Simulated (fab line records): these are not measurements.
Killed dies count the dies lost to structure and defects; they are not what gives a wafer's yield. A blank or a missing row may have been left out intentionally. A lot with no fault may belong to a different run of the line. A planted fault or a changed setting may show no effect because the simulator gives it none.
8D (eight disciplines) problem report, filled in by code | flow gf180mcu | the parts of the form that need people (team, actions taken, sign-off) are left out

## 1. WHAT IS WRONG
Wafers free of any fault read 1360 (standard deviation 10) for DNWELL_TW at GF_DNWELL_TW_MEAS_09, against a mean of 1469 on 6 wafers of 2 lots. That puts it +11 standard deviations away from the usual mean.
Seen first at day 6 09:01 on film-metro-02, wafer L329.3. At this step, 42 wafers from 14 lots have a number in the record. By rule, "out" or "out of limits" means more than 4 standard deviations away from the usual mean. All remaining wafers that have a number are taken as sound.

## 2. WHAT IT IS; WHAT IT IS NOT
question                    | is                           | is not
which readings at this step | DNWELL_TW                    | -
which lots                  | L329, L330                   | L314, L315, L316, L317, L320, L321, L323, L324, L332, L333, L335, L336
which wafers of those lots  | all that have a number       | -
read on which gauges        | film-metro-02, film-metro-04 | film-metro-01
when                        | from day 6 09:01             | up to then (24 sound wafers); but 12 sound wafers of L332, L333, L335, L336 came after

## 3. THE SUSPECTS, EACH WITH WHAT RULES IT OUT
Counting: a tool at any process step up to the reading remains a suspect when it ran all the lots that are out and ran no sound lot after the first of those.
- the gauge at GF_DNWELL_TW_MEAS_09 has been ruled out. 2 gauges (film-metro-02, film-metro-04) read the wafers that are out.
- implanter-02 at GF_DNWELL_IMPLANT_07: kept. It processed each lot that is out, first L329 at day 6 08:47, and no sound lot thereafter; up to then, the last sound lot it processed was L323 at day 5 00:34. Its own dose-ions-cm2, faraday-current-uA readings are out on those wafers.
The count leaves implanter-02 at GF_DNWELL_IMPLANT_07.

## 4. THE CAUSE (what the simulator had put in)
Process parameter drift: implanter-02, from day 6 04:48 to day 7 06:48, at GF_DNWELL_IMPLANT_07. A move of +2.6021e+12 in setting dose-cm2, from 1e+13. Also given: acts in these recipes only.
Only this tool survived the counting.

## 5. THE CHAIN OF EFFECTS, in route order
One row per reading whose mean, taken over the struck wafers that have a number, lies over 3 standard deviations from the usual. Only readings for which the record gives a usual standard deviation are gone through. hours: the time from each lot's start at the first step in this table that gives one to its start at this step, as a median over the lots. sigmas: the change in usual standard deviations.
hours | step                 | reading            | usual      | on struck wafers | change      | sigmas
0     | GF_DNWELL_IMPLANT_07 | dose-ions-cm2      | 1.0002e+13 | 1.2602e+13       | +2.6003e+12 | +99 or more
0     | GF_DNWELL_IMPLANT_07 | faraday-current-uA | 56.5       | 72.4             | +15.9       | +14
0     | GF_DNWELL_TW_MEAS_09 | DNWELL_TW          | 1360       | 1469             | +109        | +11
Here are the process steps it includes:
- GF_DNWELL_IMPLANT_07
At these later measuring or inspecting steps, every struck wafer for which the step has a row has a number for every such reading, and none has moved that far: GF_LVPWELL_OVL_MEAS_07.

## 6. WHAT WOULD HAVE CAUGHT IT SOONER
In this record the first reading out of limits at a measuring or inspecting step was taken at day 6 09:01, 4 hours after the fault began at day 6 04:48.
The tool's own readings at GF_DNWELL_IMPLANT_07 were out on every struck wafer that the step has a row for (dose-ions-cm2, faraday-current-uA): an alarm limit on them would have fired on the first of those.
Of the lots that are out (2), L330 began GF_DNWELL_IMPLANT_07 on implanter-02 after day 6 09:01. A tool hold placed at that time would have kept it from harm.
